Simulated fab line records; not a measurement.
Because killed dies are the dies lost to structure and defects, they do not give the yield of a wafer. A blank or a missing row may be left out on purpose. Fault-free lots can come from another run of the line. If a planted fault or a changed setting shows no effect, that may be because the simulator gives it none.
Comparing a struck lot with a sound one ; flow sky130 ; 44 steps out of a route of 708
Sound: wafers L238.2, L238.4, L238.6. The struck wafers were L255.1, L255.3, L255.6. At the end, the cause is stated.
Order at every step that has rows: each side's tool, ch and its chambers, its first start. Under that, the readings that differ: sound wafers ; struck wafers ; difference of the means ; sigmas: that difference in standard deviations of wafers without a fault.
alike: readings with means less than 2 such deviations apart, plus words and numbers identical on both sides. not compared: withheld readings, readings lacking a value on some wafer, bounds such as >300 that could conceal the same value, and numbers that have no deviation in the record and whose values overlap.
Wherever a step has rows on one side only, a row that says differs or no value, or a row with sigmas, the two part there. When numbers do not overlap yet have no deviation, they are printed without sigmas and do not part them. A reading missing from all wafers of one side parts the sides only when that side holds two or more wafers.

first, 2 steps without rows for these wafers: SKY_VIA3_SPUTTER_20 (material TiN, target thk 20 nm, time 80 s); SKY_VIA3_CVD_21 (deposits W, target thk 390 nm, time 117.31 s).
SKY_VIA3_RS_MEAS_22: the measuring method here is four-point-probe.
  sound: film_metro-03 at day 41 14:38; struck: film_metro-03 at day 45 19:27
  alike: VIA3_W_RS
SKY_VIA3_THK_MEAS_23: measures by xrf.
  sound: film_metro-03 at day 41 14:44; struck: film_metro-03 at day 45 19:34
  alike: VIA3_W_THK
SKY_VIA3_CMP_24: polishes, stops on SiO2, t overpolish 20 s, target thk 0 nm.
  sound on cmp-01 ch 0,2, day 41 14:50; struck on cmp-01 ch 0,1,3, day 45 19:41
  alike: motor_current_A, overpolish_run_s, platen_rpm, time_to_endpoint_s
then, 1 step without rows for these wafers: SKY_METAL4_SPUTTER_00 (material Ti, target thk 15 nm, time 10 s).
SKY_METAL4_SPUTTER_01: material TiN, target thk 20 nm, time 16.7 s.
  sound: pvd_sputter-03 at day 41 15:07; struck: pvd_sputter-02 at day 45 19:57
  alike: throttle_valve_pct
then, 4 steps without rows for these wafers: SKY_METAL4_SPUTTER_02 (material AlCu, target thk 735 nm, time 39.1 s); SKY_METAL4_SPUTTER_03 (material Ti, target thk 5 nm, time 3.3 s); SKY_METAL4_SPUTTER_04 (material TiN, target thk 70 nm, time 58.3 s); SKY_CAP2M_CVD_00 (deposits SiO2, target thk 15.5 nm).
SKY_CAP2M_THK_MEAS_01:
  sound: film_metro-03 at day 41 15:17; struck: film_metro-02 at day 45 20:06
  alike: CAP2M_CVD_00_THK
SKY_CAP2M_SPUTTER_02: material TiN, target thk 200 nm, time 166.7 s.
  sound: pvd_sputter-02 at day 41 15:20; struck: pvd_sputter-01 at day 45 20:10
reading;sound;struck;difference;sigmas
model.TiN_of_CAP2M_SPUTTER_02.thk_nm (nm);198.4 194.9 195;214.8 213.7 215.2;+18.5;
  alike: throttle_valve_pct
SKY_CAP2M_RS_MEAS_03: the measuring method here is four-point-probe.
  sound: film_metro-03 at day 41 15:28; struck: film_metro-03 at day 45 20:16
reading;sound;struck;difference;sigmas
CAP2M_TIN_RS (ohm/sq);6.96 7.08 7.07;6.40 6.44 6.40;-0.62;-7
SKY_CAP2M_THK_MEAS_04: measures by xrf.
  sound: film_metro-03 at day 41 15:35; struck: film_metro-03 at day 45 20:23
reading;sound;struck;difference;sigmas
CAP2M_TIN_THK (nm);195.4 191.9 191.5;210.9 209.6 211.5;+17.7;+7
then, 7 steps without rows for these wafers: SKY_CAP2M_DEHYDRATE_05 (time 60 s); SKY_CAP2M_HMDS_06 (prime time 60 s); SKY_CAP2M_COAT_07 (resist thk 1140 nm); SKY_CAP2M_SOFTBAKE_08 (time 60 s); SKY_CAP2M_EXPOSE_09 (exposes mask CAP2M, target cd 1000 nm); SKY_CAP2M_PEB_10; SKY_CAP2M_DEVELOP_11 (develop time 60 s).
SKY_CAP2M_OVL_MEAS_12:
  sound: overlay-02 at day 42 14:34; struck: overlay-01 at day 46 16:52
  alike: CAP2M_OVL
SKY_CAP2M_METAL_ETCH_13: etches TiN in Cl2/BCl3, stops on SiO2, target depth 220 nm, time 62.9 s.
  sound on rie_metal-02 ch 0,1, day 42 14:36; struck on rie_metal-02 ch 0,1, day 46 16:54
reading;sound;struck;difference;sigmas
oes_product_au (a.u.);0.933 0.916 0.923;0.978 0.983 0.983;+0.057;+7
throttle_valve_pct (%);21.915 21.918 21.923;21.883 21.872 21.877;-0.041;-4
  alike: bcl3_flow_sccm, bias_w, drypump_motor_current_A, mfc_cl2_sccm, rf_fwd_power_W
  not compared: rf_hours_counter_h
SKY_CAP2M_STRIP_14: strips in O2/N2.
  sound on plasma_asher-02 ch 0,1, day 42 14:41; struck on plasma_asher-01 ch 1, day 46 16:59
  alike: drypump_motor_current_A, n2_flow_sccm, oes_product_au, strip_time_to_endpoint_s
  not compared: rf_hours_counter_h
then, 11 steps without rows for these wafers: SKY_CAP2M_STRIP_15 (strips in post etch residue remover, time 1200 s); SKY_CAP2M_CLEAN_16 (cleans in IPA, time 180 s); SKY_CAP2M_CLEAN_17 (cleans in O3/DIW); SKY_METAL4_DEHYDRATE_05 (time 60 s); SKY_METAL4_HMDS_06 (prime time 60 s); SKY_METAL4_COAT_07 (resist thk 60 nm); SKY_METAL4_COAT_08 (resist thk 1140 nm); SKY_METAL4_SOFTBAKE_09 (time 90 s); SKY_METAL4_EXPOSE_10 (exposes mask MM4, target cd 300 nm); SKY_METAL4_PEB_11; SKY_METAL4_DEVELOP_12 (develop time 60 s).
SKY_METAL4_CD_MEAS_13: the cd target is 300 nm.
  sound: cd_sem-02 at day 43 14:35; struck: cd_sem-02 at day 47 13:50
  alike: cd_nm
SKY_METAL4_OVL_MEAS_14:
  sound: overlay-01 at day 43 14:41; struck: overlay-02 at day 47 13:58
  alike: METAL4_OVL
SKY_METAL4_DESCUM_15: chemistry O2, time 8 s.
  sound on rie_metal-04 ch 0, day 43 14:44; struck on rie_metal-03 ch 0, day 47 14:00
reading;sound;struck;difference;sigmas
oes_product_au (a.u.);0.993 0.999 1.009;0.983 0.981 0.974;-0.021;-2
  alike: drypump_motor_current_A, rf_fwd_power_W
  not compared: rf_hours_counter_h
then, 1 step without rows for these wafers: SKY_METAL4_ETCH_16 (etches BARC in N2/H2, stops on SiO2, time 88.2 s, target depth 60 nm).
SKY_METAL4_ETCH_17: etches SiO2 in C4F8/O2/Ar, stops on TiN, time 3.9 s, target depth 15 nm.
  sound on rie_diel-04 ch 1,2, day 43 14:59; struck on rie_diel-04 ch 0,1,3, day 47 14:08
  alike: bias_w, oes_product_au, rf_fwd_power_W
then, 1 step without rows for these wafers: SKY_METAL4_METAL_ETCH_18 (etches the open film in Cl2/BCl3, stops on SiO2, target depth 845 nm, time 183.1 s).
SKY_METAL4_STRIP_20: strips in post etch residue remover, time 1200 s.
  sound on wet_bench-03 ch 3, day 43 15:17; struck on wet_bench-02 ch 1, day 47 14:25
reading;sound;struck;difference;sigmas
bath_heat_duty_pct (%);14.1 13.9 15.1;17.7 17.1 16.8;+2.8;+2
model.TiN_of_CAP2M_SPUTTER_02.thk_nm (nm);197.6 194.1 194.2;214 212.9 214.3;+18;
-- the record jumps here: 3 days lie between the struck wafers' starts before and after (it left off in module METAL4 and takes up again in module PAD_OPEN, whose first step shown is number 708 of the route) --
SKY_PAD_OPEN_PROBE_99:
  sound: prober-02 at day 47 09:50; struck: prober-02 at day 50 19:46
reading;sound;struck;difference;sigmas
model.etest.cap_mim2.plate_ohm_sq;6.062 6.128 6.09;5.589 5.595 5.614;-0.494;
  alike: defect_limited_yield, killed_at_M0_to_M3, killed_at_M4_up, killed_at_contacts, killed_at_front_end, killed_at_other, killed_dies, killed_open, killed_short, sort_bin_3_pad_short, sort_bin_5_function, sort_bin_6_memory, sort_n_pass, sort_yield_pct

## WHERE THEY PART
First at SKY_CAP2M_RS_MEAS_03; last, within this record, at SKY_METAL4_STRIP_20. Later steps at which nothing parts them and some readings are alike: SKY_PAD_OPEN_PROBE_99.

WHY: what the simulator had put in
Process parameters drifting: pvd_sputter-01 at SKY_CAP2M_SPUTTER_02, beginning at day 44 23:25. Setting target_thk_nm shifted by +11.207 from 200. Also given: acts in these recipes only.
